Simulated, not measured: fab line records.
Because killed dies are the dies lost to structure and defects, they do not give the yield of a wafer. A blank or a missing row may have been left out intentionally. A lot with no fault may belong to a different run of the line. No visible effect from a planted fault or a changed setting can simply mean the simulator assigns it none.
A single fault, viewed from 2 desks    flow sfq-line    numbers are kept per desk, each desk with only its own; the story behind them comes last

== METROLOGY DESK ==
What the gauges read for every lot (on any tool): the sampled wafers with a number, averaged. A lot is out of limits, marked OUT, if its mean lies more than 4 standard deviations from the usual mean; the brackets give that distance.
Columns: A = L0V_OVL at SFQ_L0V_OVL_MEAS_903, usual 3 nm; B = M0_NB_RS at SFQ_M0_RS_MEAS_904, usual 0.893 ohm/sq; C = M0_OVL at SFQ_M0_OVL_MEAS_906, usual -2 nm; D = I0_BOW at SFQ_I0_BOW_MEAS_907, usual 2 um; E = I0_OVL at SFQ_I0_OVL_MEAS_908, usual -2 nm; F = M8_BOW at SFQ_M8_BOW_MEAS_951, usual 8 um
lot   first seen here  A   B                 C    D   E   F
L821  day 9 11:07      4   0.906             -6   -6  0   7
L828  day 11 05:15     -0  0.887             -11  4   -1  11
L834  day 13 23:22     0   0.925             -9   3   -7  3
L836  day 14 06:54     -1  0.960 (+5.6) OUT  3    -4  -2  -8
L837  day 14 15:17     1   0.873             4    -1  -7  18
L838  day 14 20:05     5   0.888             -4   3   3   -4
Finding of this desk: L836 out of limits, first seen on L836 at day 14 07:58 (M0_NB_RS at SFQ_M0_RS_MEAS_904). Within limits: L821, L828, L834, L837, L838.

== AT THE TOOL OWNER'S DESK: pvd-sputter-03 ==
The tool's own readings at SFQ_TRILAYER_M0_DEP_SPUTTER_019 (material Nb, target thk 200 nm, time 133.3 s): means of the sampled wafers that have a number, for each lot that ran on this tool. A lot is out of limits, marked OUT, if its mean lies more than 4 standard deviations from the usual mean; the brackets give that distance.
Columns: A = substrate-temp-c at SFQ_TRILAYER_M0_DEP_SPUTTER_019, usual 20.01 C; B = throttle-valve-pct at SFQ_TRILAYER_M0_DEP_SPUTTER_019, usual 29.7 %
lot   first seen here  A      B
L828  day 11 06:10     19.97  29.2
L834  day 14 00:16     20.05  30.1
L836  day 14 07:49     20.03  29.2
This desk's finding: nothing out of limits on any of the 3 lots.

== ALL TOGETHER ==
Metrology desk: alarm possible at day 14 07:58 on L836.
Nothing out of limits was seen by the tool owner's desk.
The tool owner's desk has L836 on record, within its limits.
On pvd-sputter-03, each named lot ran SFQ_TRILAYER_M0_DEP_SPUTTER_019.

== WHAT WAS PUT IN BY THE SIMULATOR ==
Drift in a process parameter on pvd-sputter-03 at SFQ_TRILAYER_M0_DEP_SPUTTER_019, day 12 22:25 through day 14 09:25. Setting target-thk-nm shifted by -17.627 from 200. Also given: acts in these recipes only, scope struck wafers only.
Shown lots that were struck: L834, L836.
Delay in hours, fault start to first out-of-limits reading, per desk: metrology desk 34.
